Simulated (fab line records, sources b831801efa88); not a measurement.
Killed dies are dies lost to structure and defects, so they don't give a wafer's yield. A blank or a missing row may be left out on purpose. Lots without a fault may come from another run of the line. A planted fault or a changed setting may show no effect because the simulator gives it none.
Chamber matching | flow sky130 | SKY_VIA2_CMP_24 on cmp-01: 4 sister chambers
The step polishes, stops on SiO2, t overpolish 20 s, target thk 0 nm. 4 wafers are shown with their chamber, then 8 later ones without.

WAFERS WITH THEIR CHAMBER
wafer  | chamber | motor_current_A (A)
L595.3 | 3       | 9.1
L596.2 | 0       | 11.7
L596.5 | 2       | 9.1
L596.6 | 1       | 10.8

WAFERS WITHOUT THEIR CHAMBER
wafer  | motor_current_A (A)
L600.3 | 10.2
L600.4 | 12.1
L600.5 | 11.5
L602.3 | 9.0
L602.5 | 10.1
L602.6 | 11.5
L608.3 | 10.3
L608.5 | 10.7

WHICH CHAMBER EACH WENT THROUGH
wafer  | from the rows above          | in truth
L600.3 | can't be placed: 1 or 2 or 3 | 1
L600.4 | 0                            | 0
L600.5 | can't be placed: 0 or 1      | 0
L602.3 | can't be placed: 2 or 3      | 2
L602.5 | can't be placed: 1 or 2 or 3 | 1
L602.6 | can't be placed: 0 or 1      | 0
L608.3 | can't be placed: 1 or 2 or 3 | 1
L608.5 | 1                            | 1
Placed correctly: 2 of 8. Can't be placed from these rows: 6 (the true chamber is among the candidates in 6). Placed wrongly: 0.
How it was worked out, from the rows above alone: a wafer's distance from a chamber is the root of the sum, over the readings, of the square of ((its reading less the chamber's mean) divided by the reading's scatter). The wafer belongs to the nearest chamber; if the next one is less than 2 further off, it can't be placed. A chamber's mean is the mean of its shown wafers. The scatter: with one shown wafer a chamber, the root of the mean of the squares of how far each hidden wafer lies from its nearest shown one.
